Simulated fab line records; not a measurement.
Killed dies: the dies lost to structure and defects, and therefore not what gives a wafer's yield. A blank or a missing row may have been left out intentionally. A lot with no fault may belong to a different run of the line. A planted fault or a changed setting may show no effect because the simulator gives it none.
Comparing a struck lot with a sound one :: flow sky130 :: 34 steps out of a route of 708
Sound: wafers L541.4, L541.5, L541.6. Wafers struck: L552.2, L552.3, L552.6. At the end, the cause is stated.
Per side, at each step with rows, come the tool, then ch with its chambers, and then its first start. Under that, the readings that differ: sound wafers :: struck wafers :: difference of the means :: sigmas: that difference in standard deviations of wafers without a fault.
alike: words and numbers the same on both sides, and readings whose means are apart by under 2 such deviations; not compared: readings that were withheld, readings missing a value for some wafer, numbers with overlapping values and no deviation given by the record, and bounds like >300 which may hide the same value.
Wherever a step has rows on one side only, a row that says differs or no value, or a row with sigmas, the two part there. When numbers do not overlap yet have no deviation, they are printed without sigmas and do not part them. A reading that every wafer of one side lacks parts them only if that side has two wafers or more.

first, 7 steps without rows for these wafers: SKY_SONOS_TUNNEL_DEVELOP_06 (develop time 60 s); SKY_SONOS_TUNNEL_IMPLANT_09; SKY_SONOS_TUNNEL_WET_ETCH_10 (etches SiO2 in dHF, target depth 14 nm, time 280 s); SKY_SONOS_TUNNEL_STRIP_11 (strips in SPM, time 600 s); SKY_SONOS_TUNNEL_CLEAN_13 (cleans in dHF, time 20 s); SKY_SONOS_ONO_OXIDATION_00 (stabilise 600 s, purge 300 s, target thk 2.6 nm); SKY_SONOS_ONO_CVD_02 (deposits Si3N4 from DCS/NH3, target thk 10.5 nm, time 180 s).
SKY_SONOS_ONO_CVD_04: deposits SiO2 from SiH4/N2O, target thk 5.7199 nm.
  sound on lpcvd-03 ch 0, day 12 01:52; struck on lpcvd-03 ch 0, day 15 18:05
reading: model.SiO2_of_SONOS_ONO_CVD_04.thk nm (nm)
sound: 5.653 5.589 5.695
struck: 8.161 8.172 8.087
difference: +2.494
sigmas: 
SKY_SONOS_ONO_THK_MEAS_05:
  sound: film metro-03 at day 12 03:09; struck: film metro-03 at day 15 19:20
reading: SONOS_ONO_CVD_04_THK (nm)
sound: 5.67 5.59 5.73
struck: 8.15 8.19 8.15
difference: +2.50
sigmas: +23
then, 23 steps without rows for these wafers: SKY_SONOS_ONO_DEHYDRATE_06 (time 60 s); SKY_SONOS_ONO_HMDS_07 (prime time 60 s); SKY_SONOS_ONO_COAT_08 (resist thk 1140 nm); SKY_SONOS_ONO_SOFTBAKE_09 (time 60 s); SKY_SONOS_ONO_EXPOSE_10 (exposes mask ONOM, target cd 410 nm); SKY_SONOS_ONO_PEB_11; SKY_SONOS_ONO_DEVELOP_12 (develop time 60 s); SKY_SONOS_ONO_ETCH_15 (etches the open film in CHF3/O2, target depth 19.52 nm, time 7.8 s); SKY_SONOS_ONO_WET_ETCH_16 (etches SiO2 in dHF, target depth 14 nm, time 280 s); SKY_SONOS_ONO_STRIP_17 (strips in O2/N2); SKY_SONOS_ONO_WET_ETCH_18 (etches Si3N4 in H3PO4, target depth 15 nm, time 172 s); SKY_GATE_OXIDE_CLEAN_00 (cleans in SC1/SC2, time 150 s); SKY_GATE_OXIDE_OXIDATION_01 (stabilise 600 s, purge 300 s, target thk 10.268 nm); SKY_GATE_OXIDE_DEHYDRATE_03 (time 60 s); SKY_GATE_OXIDE_HMDS_04 (prime time 60 s); SKY_GATE_OXIDE_COAT_05 (resist thk 1140 nm); SKY_GATE_OXIDE_SOFTBAKE_06 (time 60 s); SKY_GATE_OXIDE_EXPOSE_07 (exposes mask LVOM, target cd 600 nm); SKY_GATE_OXIDE_PEB_08; SKY_GATE_OXIDE_DEVELOP_09 (develop time 60 s); SKY_GATE_OXIDE_IMPLANT_11; SKY_GATE_OXIDE_WET_ETCH_12 (etches SiO2 in dHF, target depth 16.8 nm, time 336 s); SKY_GATE_OXIDE_STRIP_13 (strips in O2/N2).
-- the record jumps here: 2 days lie between the struck wafers' starts before and after --
SKY_GATE_OXIDE_CLEAN_15: cleans in SC1/SC2, time 150 s.
  sound on wet bench-01 ch 3, day 14 08:28; struck on wet bench-02 ch 1, day 18 07:01
reading: model.SiO2_of_SONOS_ONO_CVD_04.thk nm (nm)
sound: 4.143 4.078 4.185
struck: 6.635 6.651 6.564
difference: +2.481
sigmas: 
-- a jump in the record: the struck wafers' starts before and after are 30 days apart (it breaks off in module GATE_OXIDE and resumes in module PAD_OPEN, where the first step shown is number 708 of the route) --
SKY_PAD_OPEN_PROBE_99:
  sound: prober-01 at day 45 22:11; struck: prober-02 at day 48 16:46
  alike: killed_at_M0_to_M3, killed_at_M4_up, killed at contacts, killed at front end, killed at other, killed dies, killed open, killed short

## WHERE THEY PART
Within this record, at SKY_SONOS_ONO_THK_MEAS_05 only. Later steps at which nothing parts them and some readings are alike: SKY_PAD_OPEN_PROBE_99.

WHY: what the simulator had put in
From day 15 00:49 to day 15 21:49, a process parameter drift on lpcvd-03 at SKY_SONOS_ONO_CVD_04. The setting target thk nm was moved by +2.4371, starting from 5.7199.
